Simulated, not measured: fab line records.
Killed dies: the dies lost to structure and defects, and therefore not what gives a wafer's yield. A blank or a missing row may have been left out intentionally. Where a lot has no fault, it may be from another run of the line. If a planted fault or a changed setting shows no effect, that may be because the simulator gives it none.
Which tool is to blame?	flow gf180mcu	12 lots, 36 wafers sampled, at 5 steps of a route of 602

## WHAT THE GAUGES READ, wafer by wafer
GF_PASSIVATION_THK_MEAS_03. Usual: for PASSIVATION_CVD_02_THK the level is 696 nm and the standard deviation is 7.7.
lot	measured	on	PASSIVATION_CVD_02_THK (nm)	flag
L653	day 27 23:22	film-metro-01	717 707 696	
L654	day 28 01:50	film-metro-04	692 687 704	
L655	day 28 15:30	film-metro-04	692 683 701	
L656	day 28 23:28	film-metro-01	691 706 711	
L658	day 29 12:34	film-metro-03	696 696 697	
L659	day 30 02:04	film-metro-04	686 697 699	
L665	day 31 20:00	film-metro-01	686 696 688	
L666	day 32 00:08	film-metro-03	690 704 699	
L672	day 33 16:02	film-metro-01	689 685 700	
L673	day 33 21:49	film-metro-04	697 695 697	
L674	day 34 01:23	film-metro-03	691 702 701	
L676	day 34 11:17	film-metro-01	695 708 701	

GF_PASSIVATION_BOW_MEAS_14. Usual: for PASSIVATION_BOW the level is 134 um and the standard deviation is 8.1.
lot	measured	on	PASSIVATION_BOW (um)	flag
L653	day 28 20:32	film-metro-04	140 131 140	
L654	day 28 23:00	film-metro-03	128 123 121	
L655	day 29 12:07	film-metro-01	132 133 142	
L656	day 29 19:38	film-metro-03	131 126 121	
L658	day 30 08:49	film-metro-03	144 131 145	
L659	day 30 21:22	film-metro-03	129 131 119	
L665	day 32 13:31	film-metro-04	206 204 206	OFF
L666	day 32 16:52	film-metro-04	200 215 208	OFF
L672	day 34 08:44	film-metro-01	133 139 125	
L673	day 34 14:28	film-metro-01	133 129 133	
L674	day 34 18:19	film-metro-01	140 135 134	
L676	day 35 03:29	film-metro-04	136 130 137	

## TOOL THAT RAN EACH LOT (tool first, then ch and the chambers of the sampled wafers, then the start)
lot	GF_V5_CMP_04	GF_TOP_METAL_SPUTTER_01	GF_PASSIVATION_ANNEAL_13
L653	cmp-01 ch 1,2,3, day 26 03:43	pvd-sputter-04, day 27 02:10	furnace-01 ch 0, day 28 18:59
L654	cmp-02 ch 0,2, day 26 05:21	pvd-sputter-03, day 27 04:20	furnace-01 ch 0, day 28 21:29
L655	cmp-02 ch 0,1,2, day 26 20:10	pvd-sputter-04, day 27 18:22	furnace-01 ch 0, day 29 10:37
L656	cmp-01 ch 2,3, day 27 04:43	pvd-sputter-01, day 28 02:52	furnace-02 ch 0, day 29 18:08
L658	cmp-02 ch 1,2, day 27 19:31	pvd-sputter-03, day 28 17:03	furnace-02 ch 0, day 30 07:19
L659	cmp-02 ch 0,3, day 28 06:29	pvd-sputter-01, day 29 05:52	furnace-02 ch 0, day 30 19:52
L665	cmp-02 ch 0,2, day 30 06:16	pvd-sputter-03, day 31 01:57	furnace-02, day 32 11:58
L666	cmp-02 ch 2,3, day 30 10:23	pvd-sputter-04, day 31 05:52	furnace-01, day 32 15:19
L672	cmp-01 ch 0,1,2, day 32 04:31	pvd-sputter-04, day 32 22:58	furnace-02 ch 0, day 34 07:13
L673	cmp-01 ch 0,3, day 32 10:11	pvd-sputter-03, day 33 04:43	furnace-01 ch 0, day 34 12:55
L674	cmp-02 ch 0,2,3, day 32 14:28	pvd-sputter-04, day 33 08:03	furnace-02 ch 0, day 34 16:46
L676	cmp-02 ch 0,2, day 33 00:56	pvd-sputter-03, day 33 18:54	furnace-02 ch 0, day 35 01:58
- GF_V5_CMP_04: polishes SiO2.
- GF_TOP_METAL_SPUTTER_01: material TiN, target thk 30 nm, time 25 s.
- GF_PASSIVATION_ANNEAL_13: time 1800 s.

## WHAT THE TOOLS THEMSELVES READ (means of the sampled wafers that have a number; where no wafer has one, the mark that the record gives instead)
GF_V5_CMP_04. Usual: edge-zone-pressure-frac 1.000, standard deviation 0.0053; motor-current-A 12.0 A, standard deviation 1.8.
lot	tool	edge-zone-pressure-frac	motor-current-A (A)	flag
L653	cmp-01	1.000	12.6	
L654	cmp-02	0.999	11.8	
L655	cmp-02	0.996	12.3	
L656	cmp-01	1.004	12.2	
L658	cmp-02	1.004	13.7	
L659	cmp-02	1.003	9.9	
L665	cmp-02	1.001	10.7	
L666	cmp-02	1.000	12.1	
L672	cmp-01	1.004	13.4	
L673	cmp-01	0.998	12.4	
L674	cmp-02	1.002	11.5	
L676	cmp-02	1.000	12.3	

GF_TOP_METAL_SPUTTER_01. Usual: throttle-valve-pct 30.3 %, standard deviation 1.3.
lot	tool	throttle-valve-pct (%)	flag
L653	pvd-sputter-04	29.3	
L654	pvd-sputter-03	30.2	
L655	pvd-sputter-04	30.0	
L656	pvd-sputter-01	31.6	
L658	pvd-sputter-03	29.4	
L659	pvd-sputter-01	31.5	
L665	pvd-sputter-03	28.7	
L666	pvd-sputter-04	29.4	
L672	pvd-sputter-04	29.7	
L673	pvd-sputter-03	30.3	
L674	pvd-sputter-04	29.3	
L676	pvd-sputter-03	30.0	

GF_PASSIVATION_ANNEAL_13. Usual: ramp-down-c-per-min 3.0000, standard deviation 0.00057; ramp-up-c-per-min 10.000, standard deviation 0.0018.
lot	tool	ramp-down-c-per-min	ramp-up-c-per-min	flag
L653	furnace-01	2.9997	10.001	
L654	furnace-01	2.9999	9.999	
L655	furnace-01	2.9999	10.000	
L656	furnace-02	3.0001	9.999	
L658	furnace-02	3.0001	9.999	
L659	furnace-02	3.0002	9.998	
L665	furnace-02	-	-	OFF
L666	furnace-01	-	-	OFF
L672	furnace-02	3.0002	10.000	
L673	furnace-01	2.9999	10.000	
L674	furnace-02	2.9998	10.000	
L676	furnace-02	3.0000	10.000	

## THE ANSWER, worked out from the rows above alone
Rule: a lot counts as off when the mean over its wafers that have a number is more than 3 standard deviations away from the usual mean. Also off: a lot with no number at a reading for which 4 or more lots have one. Where the step has rows for the other lots, those lots are counted as sound. The gauges are gone through in route order, then the tools' own readings, and for those a lot's mean is taken as printed above. The first step at which some lot is off is used, and at that step the reading that is off furthest; a lot without a number counts as furthest.
Off: L665, L666, at GF_PASSIVATION_BOW_MEAS_14 (PASSIVATION_BOW).
If a tool, at a process step before that reading, ran all the lots that are off and no sound lot after the first of them, it fits. Not tried: the gauges at GF_PASSIVATION_BOW_MEAS_14; whatever is off there is also off at GF_PASSIVATION_ANNEAL_13, on other tools, and gauge error can't account for it. None of those tried fits.

## WHAT THE SIMULATOR PUT IN
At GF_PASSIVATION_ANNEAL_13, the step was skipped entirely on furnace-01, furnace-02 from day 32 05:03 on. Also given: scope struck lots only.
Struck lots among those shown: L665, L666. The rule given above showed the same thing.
